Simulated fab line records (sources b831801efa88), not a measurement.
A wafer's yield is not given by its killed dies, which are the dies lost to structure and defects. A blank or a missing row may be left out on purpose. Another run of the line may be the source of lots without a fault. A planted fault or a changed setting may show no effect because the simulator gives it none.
Which tool did it? || flow gf180mcu || 11 lots, 33 wafers sampled, at 6 steps of a route of 602

WHAT THE GAUGES READ, wafer by wafer
GF_M4_RS_MEAS_05: uses a four-point probe to measure. Usual: for M4_ALCU_RS the level is 0.0696 ohm/sq and the standard deviation is 0.00055.
{"lot": "L891", "measured": "day 22 13:54", "on": "film metro-04", "M4_ALCU_RS (ohm/sq)": "0.0698 0.0695 0.0698", "flag": ""}
{"lot": "L893", "measured": "day 23 15:37", "on": "film metro-04", "M4_ALCU_RS (ohm/sq)": "0.0687 0.0696 0.0696", "flag": ""}
{"lot": "L894", "measured": "day 24 02:44", "on": "film metro-01", "M4_ALCU_RS (ohm/sq)": "0.0701 0.0704 0.0700", "flag": ""}
{"lot": "L896", "measured": "day 25 02:28", "on": "film metro-01", "M4_ALCU_RS (ohm/sq)": "0.0705 0.1136 0.0705", "flag": "OFF"}
{"lot": "L900", "measured": "day 26 04:47", "on": "film metro-02", "M4_ALCU_RS (ohm/sq)": "0.1116 0.0699 0.0703", "flag": "OFF"}
{"lot": "L905", "measured": "day 27 12:51", "on": "film metro-02", "M4_ALCU_RS (ohm/sq)": "0.0709 0.0705 0.0697", "flag": ""}
{"lot": "L907", "measured": "day 28 01:45", "on": "film metro-02", "M4_ALCU_RS (ohm/sq)": "0.0690 0.0683 0.0686", "flag": ""}
{"lot": "L910", "measured": "day 28 22:33", "on": "film metro-01", "M4_ALCU_RS (ohm/sq)": "0.0697 0.0700 0.0693", "flag": ""}
{"lot": "L911", "measured": "day 29 08:16", "on": "film metro-01", "M4_ALCU_RS (ohm/sq)": "0.0695 0.0690 0.0692", "flag": ""}
{"lot": "L912", "measured": "day 29 12:43", "on": "film metro-01", "M4_ALCU_RS (ohm/sq)": "0.0696 0.0689 0.0694", "flag": ""}
{"lot": "L913", "measured": "day 29 16:37", "on": "film metro-04", "M4_ALCU_RS (ohm/sq)": "0.0702 0.0704 0.0699", "flag": ""}

GF_M4_THK_MEAS_06: measures by xrf. Usual: for M4_ALCU_THK the level is 450 nm and the standard deviation is 3.9.
{"lot": "L891", "measured": "day 22 14:01", "on": "film metro-04", "M4_ALCU_THK (nm)": "448 453 451", "flag": ""}
{"lot": "L893", "measured": "day 23 15:43", "on": "film metro-04", "M4_ALCU_THK (nm)": "455 450 449", "flag": ""}
{"lot": "L894", "measured": "day 24 02:52", "on": "film metro-01", "M4_ALCU_THK (nm)": "447 443 446", "flag": ""}
{"lot": "L896", "measured": "day 25 02:35", "on": "film metro-01", "M4_ALCU_THK (nm)": "442 275 440", "flag": "OFF"}
{"lot": "L900", "measured": "day 26 04:55", "on": "film metro-02", "M4_ALCU_THK (nm)": "282 445 447", "flag": "OFF"}
{"lot": "L905", "measured": "day 27 12:58", "on": "film metro-02", "M4_ALCU_THK (nm)": "441 446 448", "flag": ""}
{"lot": "L907", "measured": "day 28 01:52", "on": "film metro-02", "M4_ALCU_THK (nm)": "452 457 452", "flag": ""}
{"lot": "L910", "measured": "day 28 22:38", "on": "film metro-01", "M4_ALCU_THK (nm)": "450 447 456", "flag": ""}
{"lot": "L911", "measured": "day 29 08:23", "on": "film metro-01", "M4_ALCU_THK (nm)": "448 455 451", "flag": ""}
{"lot": "L912", "measured": "day 29 12:49", "on": "film metro-01", "M4_ALCU_THK (nm)": "450 455 449", "flag": ""}
{"lot": "L913", "measured": "day 29 16:44", "on": "film metro-04", "M4_ALCU_THK (nm)": "448 447 451", "flag": ""}

GF_V4_THK_MEAS_03. Usual: for V4_CVD_02_THK the level is 849 nm and the standard deviation is 9.3.
{"lot": "L891", "measured": "day 23 13:17", "on": "film metro-04", "V4_CVD_02_THK (nm)": "845 843 852", "flag": ""}
{"lot": "L893", "measured": "day 24 14:59", "on": "film metro-03", "V4_CVD_02_THK (nm)": "837 844 847", "flag": ""}
{"lot": "L894", "measured": "day 25 01:32", "on": "film metro-03", "V4_CVD_02_THK (nm)": "847 840 853", "flag": ""}
{"lot": "L896", "measured": "day 26 01:25", "on": "film metro-04", "V4_CVD_02_THK (nm)": "835 858 856", "flag": ""}
{"lot": "L900", "measured": "day 27 02:01", "on": "film metro-04", "V4_CVD_02_THK (nm)": "859 848 860", "flag": ""}
{"lot": "L905", "measured": "day 28 09:26", "on": "film metro-03", "V4_CVD_02_THK (nm)": "845 858 843", "flag": ""}
{"lot": "L907", "measured": "day 28 21:46", "on": "film metro-03", "V4_CVD_02_THK (nm)": "838 839 851", "flag": ""}
{"lot": "L910", "measured": "day 29 18:20", "on": "film metro-02", "V4_CVD_02_THK (nm)": "852 862 850", "flag": ""}
{"lot": "L911", "measured": "day 30 04:24", "on": "film metro-04", "V4_CVD_02_THK (nm)": "835 855 847", "flag": ""}
{"lot": "L912", "measured": "day 30 08:34", "on": "film metro-03", "V4_CVD_02_THK (nm)": "835 857 856", "flag": ""}
{"lot": "L913", "measured": "day 30 11:30", "on": "film metro-04", "V4_CVD_02_THK (nm)": "834 845 847", "flag": ""}

TOOL THAT RAN EACH LOT (tool first, then ch and the chambers of the sampled wafers, then the start)
{"lot": "L891", "GF_V2_CVD_02": "pecvd-03 ch 0,2, day 19 08:28", "GF_V2_ETCH_16": "rie diel-01 ch 1,2,3, day 20 09:32", "GF_M4_SPUTTER_02": "pvd sputter-04, day 22 13:49"}
{"lot": "L893", "GF_V2_CVD_02": "pecvd-04 ch 1,2, day 20 12:15", "GF_V2_ETCH_16": "rie diel-04 ch 0,1,2, day 21 13:34", "GF_M4_SPUTTER_02": "pvd sputter-02, day 23 15:30"}
{"lot": "L894", "GF_V2_CVD_02": "pecvd-01 ch 0,1,2, day 20 23:33", "GF_V2_ETCH_16": "rie diel-02 ch 0,1,2, day 21 23:59", "GF_M4_SPUTTER_02": "pvd sputter-04, day 24 02:39"}
{"lot": "L896", "GF_V2_CVD_02": "pecvd-03 ch 0,1,2, day 22 02:26", "GF_V2_ETCH_16": "rie diel-02 ch 1,2, day 23 01:32", "GF_M4_SPUTTER_02": "pvd sputter-02, day 25 02:23"}
{"lot": "L900", "GF_V2_CVD_02": "pecvd-04 ch 0,1,2, day 23 05:43", "GF_V2_ETCH_16": "rie diel-04 ch 1,2,3, day 24 04:50", "GF_M4_SPUTTER_02": "pvd sputter-02, day 26 04:42"}
{"lot": "L905", "GF_V2_CVD_02": "pecvd-03 ch 1,2, day 24 17:29", "GF_V2_ETCH_16": "rie diel-01 ch 1,2,3, day 25 15:08", "GF_M4_SPUTTER_02": "pvd sputter-04, day 27 12:46"}
{"lot": "L907", "GF_V2_CVD_02": "pecvd-01 ch 0,1,2, day 25 06:34", "GF_V2_ETCH_16": "rie diel-02 ch 0,2,3, day 26 04:20", "GF_M4_SPUTTER_02": "pvd sputter-01, day 28 01:38"}
{"lot": "L910", "GF_V2_CVD_02": "pecvd-04 ch 0,1,2, day 26 05:07", "GF_V2_ETCH_16": "rie diel-02 ch 2,3, day 27 02:15", "GF_M4_SPUTTER_02": "pvd sputter-02, day 28 22:24"}
{"lot": "L911", "GF_V2_CVD_02": "pecvd-01 ch 0,1,2, day 26 15:36", "GF_V2_ETCH_16": "rie diel-04 ch 1,2, day 27 13:09", "GF_M4_SPUTTER_02": "pvd sputter-04, day 29 08:11"}
{"lot": "L912", "GF_V2_CVD_02": "pecvd-03 ch 0,1,2, day 26 21:31", "GF_V2_ETCH_16": "rie diel-04 ch 2,3, day 27 17:51", "GF_M4_SPUTTER_02": "pvd sputter-04, day 29 12:36"}
{"lot": "L913", "GF_V2_CVD_02": "pecvd-03 ch 1,2, day 27 00:44", "GF_V2_ETCH_16": "rie diel-04 ch 0,2,3, day 27 20:53", "GF_M4_SPUTTER_02": "pvd sputter-02, day 29 16:31"}
- GF_V2_CVD_02: deposits SiO2 from TEOS, target thk 850 nm, time 94.851 s.
- GF_V2_ETCH_16: etches BARC in N2/H2.
- GF_M4_SPUTTER_02: material AlCu, target thk 450 nm, time 23.9 s.

WHAT THE TOOLS THEMSELVES READ (means of the sampled wafers that have a number; where no wafer has one, the mark that the record gives instead)
GF_V2_CVD_02. Usual: heater power w reads 662 W (standard deviation 89).
{"lot": "L891", "tool": "pecvd-03", "heater power w (W)": 663, "flag": ""}
{"lot": "L893", "tool": "pecvd-04", "heater power w (W)": 776, "flag": ""}
{"lot": "L894", "tool": "pecvd-01", "heater power w (W)": 600, "flag": ""}
{"lot": "L896", "tool": "pecvd-03", "heater power w (W)": 676, "flag": ""}
{"lot": "L900", "tool": "pecvd-04", "heater power w (W)": 697, "flag": ""}
{"lot": "L905", "tool": "pecvd-03", "heater power w (W)": 658, "flag": ""}
{"lot": "L907", "tool": "pecvd-01", "heater power w (W)": 663, "flag": ""}
{"lot": "L910", "tool": "pecvd-04", "heater power w (W)": 784, "flag": ""}
{"lot": "L911", "tool": "pecvd-01", "heater power w (W)": 571, "flag": ""}
{"lot": "L912", "tool": "pecvd-03", "heater power w (W)": 671, "flag": ""}
{"lot": "L913", "tool": "pecvd-03", "heater power w (W)": 634, "flag": ""}

GF_V2_ETCH_16. Usual: drypump motor current A 5.8 A, standard deviation 0.49; oes product au 0.855 a.u., standard deviation 0.0046; throttle valve pct 13.225 %, standard deviation 0.0089.
{"lot": "L891", "tool": "rie diel-01", "drypump motor current A (A)": 5.9, "oes product au (a.u.)": 0.855, "throttle valve pct (%)": 13.223, "flag": ""}
{"lot": "L893", "tool": "rie diel-04", "drypump motor current A (A)": 5.4, "oes product au (a.u.)": 0.854, "throttle valve pct (%)": 13.226, "flag": ""}
{"lot": "L894", "tool": "rie diel-02", "drypump motor current A (A)": 6.3, "oes product au (a.u.)": 0.859, "throttle valve pct (%)": 13.220, "flag": ""}
{"lot": "L896", "tool": "rie diel-02", "drypump motor current A (A)": 6.6, "oes product au (a.u.)": 0.857, "throttle valve pct (%)": 13.225, "flag": ""}
{"lot": "L900", "tool": "rie diel-04", "drypump motor current A (A)": 5.4, "oes product au (a.u.)": 0.856, "throttle valve pct (%)": 13.225, "flag": ""}
{"lot": "L905", "tool": "rie diel-01", "drypump motor current A (A)": 5.9, "oes product au (a.u.)": 0.857, "throttle valve pct (%)": 13.231, "flag": ""}
{"lot": "L907", "tool": "rie diel-02", "drypump motor current A (A)": 5.8, "oes product au (a.u.)": 0.856, "throttle valve pct (%)": 13.233, "flag": ""}
{"lot": "L910", "tool": "rie diel-02", "drypump motor current A (A)": 6.2, "oes product au (a.u.)": 0.854, "throttle valve pct (%)": 13.221, "flag": ""}
{"lot": "L911", "tool": "rie diel-04", "drypump motor current A (A)": 5.4, "oes product au (a.u.)": 0.851, "throttle valve pct (%)": 13.233, "flag": ""}
{"lot": "L912", "tool": "rie diel-04", "drypump motor current A (A)": 5.7, "oes product au (a.u.)": 0.853, "throttle valve pct (%)": 13.217, "flag": ""}
{"lot": "L913", "tool": "rie diel-04", "drypump motor current A (A)": 5.6, "oes product au (a.u.)": 0.856, "throttle valve pct (%)": 13.222, "flag": ""}

GF_M4_SPUTTER_02. Usual: throttle valve pct reads 29.9 % (standard deviation 0.97).
{"lot": "L891", "tool": "pvd sputter-04", "throttle valve pct (%)": 30.7, "flag": ""}
{"lot": "L893", "tool": "pvd sputter-02", "throttle valve pct (%)": 29.5, "flag": ""}
{"lot": "L894", "tool": "pvd sputter-04", "throttle valve pct (%)": 30.0, "flag": ""}
{"lot": "L896", "tool": "pvd sputter-02", "throttle valve pct (%)": 29.3, "flag": ""}
{"lot": "L900", "tool": "pvd sputter-02", "throttle valve pct (%)": 29.5, "flag": ""}
{"lot": "L905", "tool": "pvd sputter-04", "throttle valve pct (%)": 30.6, "flag": ""}
{"lot": "L907", "tool": "pvd sputter-01", "throttle valve pct (%)": 30.1, "flag": ""}
{"lot": "L910", "tool": "pvd sputter-02", "throttle valve pct (%)": 29.4, "flag": ""}
{"lot": "L911", "tool": "pvd sputter-04", "throttle valve pct (%)": 30.7, "flag": ""}
{"lot": "L912", "tool": "pvd sputter-04", "throttle valve pct (%)": 30.6, "flag": ""}
{"lot": "L913", "tool": "pvd sputter-02", "throttle valve pct (%)": 29.4, "flag": ""}

THE ANSWER, worked out from the rows above alone
Rule: take the mean of a lot's wafers that have a number; if it is more than 3 standard deviations from the usual mean, the lot is off. Also off: a lot with no number at a reading for which 4 or more lots have one. Where the step has rows for the other lots, those lots are counted as sound. The gauges are gone through in route order, then the tools' own readings, and for those a lot's mean is taken as printed above. The first step at which some lot is off is used, and at that step the reading that is off furthest; a lot without a number counts as furthest.
Off: L896, L900, seen at GF_M4_RS_MEAS_05 (M4_ALCU_RS).
A tool fits if, at a process step before that reading, it ran every lot that is off, and no sound lot after the first of them. Gauges at GF_M4_RS_MEAS_05: tried the same way as those tools. Not one of the candidates tried fits.

WHAT WAS PUT IN BY THE SIMULATOR
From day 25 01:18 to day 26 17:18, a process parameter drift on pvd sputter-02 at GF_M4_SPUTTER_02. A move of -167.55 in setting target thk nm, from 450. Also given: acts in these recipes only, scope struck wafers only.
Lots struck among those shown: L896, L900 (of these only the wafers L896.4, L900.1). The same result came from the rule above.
